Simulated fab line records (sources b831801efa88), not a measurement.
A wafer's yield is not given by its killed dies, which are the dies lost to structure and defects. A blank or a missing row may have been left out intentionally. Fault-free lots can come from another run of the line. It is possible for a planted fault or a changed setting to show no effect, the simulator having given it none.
What tool caused it? | flow gf180mcu | Sampling: 6 lots, 18 wafers, 3 of 602 route steps

## WHAT THE GAUGES READ, wafer by wafer
GF_POLY_GATE_THK_MEAS_01.
lot  | measured     | on           | POLY_GATE_CVD_00_THK (nm)
L528 | day 9 06:55  | filmMetro-04 | 199.7 196.9 198.8
L532 | day 10 13:53 | filmMetro-03 | 200.7 199.0 201.7
L534 | day 10 23:33 | filmMetro-03 | 199.8 198.8 199.3
L536 | day 11 07:02 | filmMetro-01 | 199.0 198.4 197.7
L545 | day 13 22:31 | filmMetro-03 | 198.1 199.4 198.0
L547 | day 14 14:11 | filmMetro-01 | 200.8 199.6 199.8

## WHAT TOOL EACH LOT RAN ON (gives the tool, then ch and the chambers of the sampled wafers, and finally the start)
lot  | GF_DUAL_GATE_STRIP_13               | GF_POLY_GATE_CVD_00
L528 | plasmaAsher-01 ch 0,1, day 9 02:29  | lpcvd-01 ch 0, day 9 04:55
L532 | plasmaAsher-01 ch 0,1, day 10 09:00 | lpcvd-01 ch 1, day 10 12:34
L534 | plasmaAsher-01 ch 0,1, day 10 19:57 | lpcvd-02 ch 0, day 10 22:13
L536 | plasmaAsher-04 ch 0,1, day 11 03:45 | lpcvd-02 ch 0, day 11 05:42
L545 | plasmaAsher-04 ch 0,1, day 13 19:28 | lpcvd-02 ch 1, day 13 21:10
L547 | plasmaAsher-01 ch 0,1, day 14 09:35 | lpcvd-02 ch 0, day 14 12:50
- GF_DUAL_GATE_STRIP_13: strips in O2/N2.
- GF_POLY_GATE_CVD_00: deposits poly-Si, target thk 200 nm, time 1200 s.

## THE ANSWER, worked out from the rows above alone
Rule: the lots themselves supply what counts as usual. The widest of any qualifying gaps counts: lots, ordered by their means at a reading, are off when they make up no more than a third of the lots, leave a main group of 4 or more, and stand apart from it by 3 or more times the standard deviation of that group's means. The tables above print the reading to a certain number of digits; a main group whose means all agree to those digits is not used. Also off: a lot with no number at a reading for which 4 or more lots have one. The other lots that the step has rows for count as sound.
No lot is off at any reading shown: from this, nothing can be told.

## WHAT THE SIMULATOR HAD INSERTED
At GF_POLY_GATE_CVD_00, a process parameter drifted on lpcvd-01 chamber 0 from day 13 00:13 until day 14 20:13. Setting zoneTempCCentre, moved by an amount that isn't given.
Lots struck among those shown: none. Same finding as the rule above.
